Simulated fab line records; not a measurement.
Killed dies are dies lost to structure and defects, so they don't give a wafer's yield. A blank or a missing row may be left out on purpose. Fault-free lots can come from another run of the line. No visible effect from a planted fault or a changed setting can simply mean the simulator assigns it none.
Matching of chambers -- flow sky130 -- rie_diel-02 running SKY_VIA3_ETCH_15: 4 sister chambers
The step etches SiO2 in C4F8/O2/Ar, stops on TiN, target depth 507 nm, time 78 s. 4 wafers are shown with their chamber, then 10 later ones without.

## WAFERS PAIRED WITH THEIR CHAMBERS
wafer,chamber,chamber_pressure_mTorr (mTorr)
L088.3,1,39.97
L088.5,2,40.00
L089.4,0,40.01
L089.5,3,39.99

## WAFERS WHOSE CHAMBER IS MISSING
wafer,chamber_pressure_mTorr (mTorr)
L089.6,40.00
L092.2,40.00
L092.3,39.99
L092.5,40.04
L095.3,40.00
L095.4,39.97
L095.5,40.03
L097.1,40.07
L097.3,40.07
L097.4,39.95

## THE CHAMBER EACH PASSED THROUGH
wafer,from the rows above,in truth
L089.6,can't be placed: 2 or 0 or 3 or 1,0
L092.2,can't be placed: 2 or 0 or 3 or 1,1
L092.3,can't be placed: 3 or 2 or 0 or 1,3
L092.5,can't be placed: 0 or 2 or 3 or 1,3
L095.3,can't be placed: 2 or 0 or 3 or 1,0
L095.4,can't be placed: 1 or 3 or 2 or 0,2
L095.5,can't be placed: 0 or 2 or 3 or 1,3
L097.1,can't be placed: 0 or 2 or 3 or 1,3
L097.3,can't be placed: 0 or 2 or 3 or 1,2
L097.4,can't be placed: 1 or 3 or 2 or 0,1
Placed correctly: 0 of 10. Cannot be placed on the basis of these rows: 10; the candidates contain the true chamber in 10. Number placed wrongly: 0.
How it was worked out, from the rows above alone: a wafer's distance from a chamber is the root of the sum, over the readings, of the square of ((its reading less the chamber's mean) divided by the reading's scatter). The wafer belongs to the nearest chamber; if the next one is less than 2 further off, it can't be placed. The mean given for a chamber averages the wafers shown for that chamber. The scatter: with one shown wafer a chamber, the root of the mean of the squares of how far each hidden wafer lies from its nearest shown one.
